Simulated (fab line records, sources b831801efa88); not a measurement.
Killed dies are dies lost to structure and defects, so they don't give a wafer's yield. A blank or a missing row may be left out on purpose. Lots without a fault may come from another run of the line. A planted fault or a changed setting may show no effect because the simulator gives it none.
Which tool did it? | flow gf180mcu | 14 lots, 42 wafers sampled, at 5 steps of a route of 602

WHAT THE GAUGES READ, wafer by wafer
GF_HV_LDD_CD_MEAS_46: target cd 400 nm. Usual: cd_nm 399.9 nm, standard deviation 2.3.
lot  | measured     | on        | cd_nm (nm)        | flag
L755 | day 12 17:35 | cd_sem-01 | 398.2 396.1 394.1 |
L756 | day 12 21:43 | cd_sem-01 | 399.3 401.2 398.3 |
L758 | day 13 22:44 | cd_sem-02 | 400.9 401.0 399.8 |
L761 | day 14 23:26 | cd_sem-02 | 400.0 398.7 401.8 |
L763 | day 15 02:50 | cd_sem-01 | 398.0 397.1 398.3 |
L764 | day 15 11:54 | cd_sem-01 | 400.7 403.4 403.8 |
L772 | day 18 11:01 | cd_sem-01 | 402.3 401.7 399.8 |
L771 | day 18 11:04 | cd_sem-02 | 402.0 401.1 399.6 |
L773 | day 18 20:19 | cd_sem-02 | 399.4 399.4 400.1 |
L774 | day 19 08:02 | cd_sem-02 | 400.1 399.0 400.4 |
L775 | day 19 19:24 | cd_sem-02 | 401.0 398.0 396.8 |
L776 | day 19 19:36 | cd_sem-01 | 401.6 399.9 398.5 |
L777 | day 20 07:09 | cd_sem-01 | 403.2 400.3 401.2 |
L778 | day 20 17:50 | cd_sem-02 | 402.0 398.8 402.5 |

GF_NSD_CD_MEAS_07: target cd 400 nm. Usual: cd_nm 400.1 nm, standard deviation 2.1.
lot  | measured     | on        | cd_nm (nm)        | flag
L755 | day 13 17:21 | cd_sem-01 | 400.9 400.7 399.6 |
L756 | day 13 21:30 | cd_sem-01 | 400.4 401.7 404.0 |
L758 | day 14 22:14 | cd_sem-01 | 401.8 403.0 401.0 |
L761 | day 16 00:20 | cd_sem-02 | 398.2 398.4 399.4 |
L763 | day 16 05:17 | cd_sem-02 | 398.3 398.8 397.4 |
L764 | day 16 13:16 | cd_sem-01 | 397.6 398.1 399.8 |
L772 | day 19 16:48 | cd_sem-02 | 396.9 397.5 397.2 |
L771 | day 19 17:11 | cd_sem-01 | 399.1 397.6 399.3 |
L773 | day 20 00:23 | cd_sem-02 | 401.3 399.7 401.7 |
L774 | day 20 12:14 | cd_sem-02 | 402.1 399.8 401.4 |
L775 | day 21 00:46 | cd_sem-02 | 399.1 399.5 399.7 |
L776 | day 20 23:11 | cd_sem-01 | 400.1 400.0 400.3 |
L777 | day 21 10:43 | cd_sem-02 | 400.0 400.5 400.8 |
L778 | day 21 21:02 | cd_sem-01 | 399.6 398.7 397.3 |

GF_PSD_CD_MEAS_07: target cd 400 nm. Usual: cd_nm 399.5 nm, standard deviation 2.4.
lot  | measured     | on        | cd_nm (nm)        | flag
L755 | day 14 13:46 | cd_sem-02 | 397.8 398.4 400.5 |
L756 | day 14 18:03 | cd_sem-01 | 398.8 401.6 398.9 |
L758 | day 15 20:44 | cd_sem-01 | 395.2 395.1 395.0 |
L761 | day 16 22:59 | cd_sem-01 | 413.8 415.9 415.1 | OFF
L763 | day 17 04:13 | cd_sem-02 | 395.8 396.0 398.2 |
L764 | day 17 13:15 | cd_sem-01 | 412.2 411.1 410.9 | OFF
L772 | day 20 17:35 | cd_sem-01 | 404.1 401.5 401.0 |
L771 | day 20 17:54 | cd_sem-01 | 402.0 403.3 402.2 |
L773 | day 21 01:13 | cd_sem-02 | 399.6 399.7 398.5 |
L774 | day 21 13:10 | cd_sem-01 | 398.8 400.6 398.4 |
L775 | day 22 01:26 | cd_sem-02 | 402.4 399.7 399.6 |
L776 | day 22 00:12 | cd_sem-01 | 396.8 396.3 397.6 |
L777 | day 22 10:52 | cd_sem-02 | 402.9 401.4 403.9 |
L778 | day 22 21:11 | cd_sem-01 | 404.1 403.4 402.1 |

WHICH TOOL RAN EACH LOT (tool, then ch and the chambers of the sampled wafers, then the start)
lot  | GF_HV_LDD_STRIP_49                   | GF_PSD_DEVELOP_06
L755 | plasma_asher-02 ch 0,1, day 12 17:52 | litho_track-04 ch 0, day 14 13:37
L756 | plasma_asher-02 ch 0,1, day 12 21:59 | litho_track-03 ch 0, day 14 17:54
L758 | plasma_asher-03 ch 0,1, day 13 23:02 | litho_track-03 ch 0, day 15 20:35
L761 | plasma_asher-03 ch 0,1, day 14 23:44 | litho_track-01 ch 0, day 16 22:43
L763 | plasma_asher-04 ch 1, day 15 03:08   | litho_track-03 ch 0, day 17 04:04
L764 | plasma_asher-02 ch 0,1, day 15 12:12 | litho_track-01 ch 0, day 17 13:07
L772 | plasma_asher-04 ch 0,1, day 18 11:17 | litho_track-01 ch 0, day 20 17:26
L771 | plasma_asher-02 ch 0,1, day 18 11:22 | litho_track-01 ch 0, day 20 17:46
L773 | plasma_asher-04 ch 0,1, day 18 20:37 | litho_track-03 ch 0, day 21 01:04
L774 | plasma_asher-03 ch 0,1, day 19 08:20 | litho_track-01 ch 0, day 21 13:01
L775 | plasma_asher-03 ch 0,1, day 19 19:41 | litho_track-01 ch 0, day 22 01:17
L776 | plasma_asher-04 ch 0,1, day 19 19:54 | litho_track-01 ch 0, day 22 00:04
L777 | plasma_asher-03 ch 0,1, day 20 07:27 | litho_track-03 ch 0, day 22 10:43
L778 | plasma_asher-03 ch 0,1, day 20 18:08 | litho_track-04 ch 0, day 22 21:02
- GF_HV_LDD_STRIP_49: strips in O2/N2.
- GF_PSD_DEVELOP_06: develop time 60 s.

WHAT THE TOOLS THEMSELVES READ (means of the sampled wafers that have a number; where no wafer has one, the mark that the record gives instead)
GF_HV_LDD_STRIP_49. Usual: drypump_motor_current_A 5.6 A, standard deviation 0.36; heater_power_w 317 W, standard deviation 31; oes_product_au 0.716 a.u., standard deviation 0.0041; strip_time_to_endpoint_s 12.65 s, standard deviation 0.03.
lot  | tool            | drypump_motor_current_A (A) | heater_power_w (W) | oes_product_au (a.u.) | strip_time_to_endpoint_s (s) | flag
L755 | plasma_asher-02 | 5.6                         | 290                | 0.717                 | 12.65                        |
L756 | plasma_asher-02 | 5.7                         | 326                | 0.712                 | 12.60                        |
L758 | plasma_asher-03 | 5.4                         | 309                | 0.717                 | 12.70                        |
L761 | plasma_asher-03 | 5.3                         | 306                | 0.712                 | 12.65                        |
L763 | plasma_asher-04 | 6.2                         | 321                | 0.716                 | 12.66                        |
L764 | plasma_asher-02 | 5.7                         | 325                | 0.714                 | 12.64                        |
L772 | plasma_asher-04 | 5.6                         | 343                | 0.717                 | 12.68                        |
L771 | plasma_asher-02 | 5.7                         | 293                | 0.716                 | 12.62                        |
L773 | plasma_asher-04 | 5.9                         | 328                | 0.714                 | 12.66                        |
L774 | plasma_asher-03 | 5.3                         | 313                | 0.719                 | 12.59                        |
L775 | plasma_asher-03 | 5.4                         | 307                | 0.717                 | 12.66                        |
L776 | plasma_asher-04 | 5.6                         | 346                | 0.718                 | 12.65                        |
L777 | plasma_asher-03 | 5.4                         | 303                | 0.713                 | 12.64                        |
L778 | plasma_asher-03 | 5.3                         | 304                | 0.713                 | 12.68                        |

THE ANSWER, worked out from the rows above alone
Rule: a lot is off if the mean of its wafers that have a number lies more than 3 standard deviations from the usual mean. A lot without any number at a reading at which 4 lots or more have one is off too. The other lots that the step has rows for count as sound. The gauges are gone through in route order, then the tools' own readings, and for those a lot's mean is taken as printed above. The first step at which some lot is off is used, and at that step the reading that is off furthest; a lot without a number counts as furthest.
Off: L761, L764, at GF_PSD_CD_MEAS_07 (cd_nm).
A tool fits if, at a process step before that reading, it ran every lot that is off, and no sound lot after the first of them. The gauges at GF_PSD_CD_MEAS_07 are tried like those tools. None of those tried fits.

WHAT THE SIMULATOR HAD PUT IN
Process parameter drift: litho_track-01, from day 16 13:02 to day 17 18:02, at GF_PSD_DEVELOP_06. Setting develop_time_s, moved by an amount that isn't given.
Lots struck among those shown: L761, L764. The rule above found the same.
